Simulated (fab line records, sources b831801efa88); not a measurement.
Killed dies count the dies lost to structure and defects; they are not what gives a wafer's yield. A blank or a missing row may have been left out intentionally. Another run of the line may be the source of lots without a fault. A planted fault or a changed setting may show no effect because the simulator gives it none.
Struck lot and sound lot, side by side ; flow gf180mcu ; 14 steps out of a route of 602
Sound: the wafers L631.3, L631.5, L631.6. The struck wafers were L627.4, L627.5, L627.6. The cause is named last.
At each step with rows: each side's tool, then ch and its chambers, then its first start. Under that, the readings that differ: sound wafers ; struck wafers ; difference of the means ; sigmas: that difference in standard deviations of wafers without a fault.
alike: readings with means less than 2 such deviations apart, plus words and numbers identical on both sides. not compared: withheld readings, readings lacking a value on some wafer, bounds such as >300 that could conceal the same value, and numbers that have no deviation in the record and whose values overlap.
A row with sigmas, a row that says differs or no value, or rows on one side alone: a step with any of these is where the two part. When numbers do not overlap yet have no deviation, they are printed without sigmas and do not part them. A reading that every wafer of one side lacks parts them only if that side has two wafers or more.

GF_POLY_GATE_OVL_MEAS_11:
  struck on overlay-02, day 14 01:50; sound on overlay-02, day 15 11:29
  alike: POLY_GATE_OVL
GF_POLY_GATE_ETCH_12: etches BARC in N2/H2.
  sound on rie-diel-01 ch 0,1, day 15 11:30; struck on rie-diel-02 ch 1,2, day 14 01:52
  alike: drypump-motor-current-A, oes-product-au, throttle-valve-pct
GF_POLY_GATE_ETCH_13: etches poly-Si in HBr/Cl2, stops on SiO2, target depth 198.5 nm, time 69.6 s.
  sound on rie-si-01 ch 2,3, day 15 11:33; struck on rie-si-02 ch 0,2,3, day 14 01:56
  alike: drypump-motor-current-A, oes-product-au, throttle-valve-pct
  not compared: rf-hours-counter-h
GF_POLY_GATE_STRIP_14: strips in O2/N2.
  sound on plasma-asher-01 ch 0,1, day 15 11:38; struck on plasma-asher-02 ch 0,1, day 14 02:00
  alike: drypump-motor-current-A, heater-power-w, oes-product-au
  not compared: rf-hours-counter-h
then, 2 steps without rows for these wafers: GF_POLY_GATE_CLEAN_15 (cleans in SC1/SC2, time 150 s); GF_POLY_GATE_OXIDATION_16 (stabilise 600 s, purge 300 s, target thk 4 nm).
GF_POLY_GATE_THK_MEAS_17:
  struck on film-metro-04, day 14 03:23; sound on film-metro-01, day 15 13:02
  alike: POLY_GATE_OXIDATION_THK
GF_POLY_GATE_CD_MEAS_18:
  struck on cd-sem-01, day 14 03:31; sound on cd-sem-02, day 15 13:07
  alike: cd-nm
then, 4 steps without rows for these wafers: GF_HV_LDD_DEHYDRATE_00 (time 60 s); GF_HV_LDD_HMDS_01 (prime time 60 s); GF_HV_LDD_COAT_02 (resist thk 1000 nm); GF_HV_LDD_SOFTBAKE_03 (time 60 s).
GF_HV_LDD_EXPOSE_04: exposes mask Nplus LV AREA, target cd 400 nm.
  sound on iline-stepper-02 ch 0, day 16 00:08; struck on iline-stepper-01, day 14 14:08
  no value came back on the struck wafers for exposure-dose-mJ-cm2, focus-offset-nm (nm), stage-vel-mm-s (mm/s); on the sound wafers exposure-dose-mJ-cm2 reads 140.03 139.86 140.25
  alike: mask
following that, these wafers have no rows for 1 step: GF_HV_LDD_PEB_05.

## WHERE THEY PART
GF_HV_LDD_EXPOSE_04 only, going by this record.

WHY: the cause the simulator had injected
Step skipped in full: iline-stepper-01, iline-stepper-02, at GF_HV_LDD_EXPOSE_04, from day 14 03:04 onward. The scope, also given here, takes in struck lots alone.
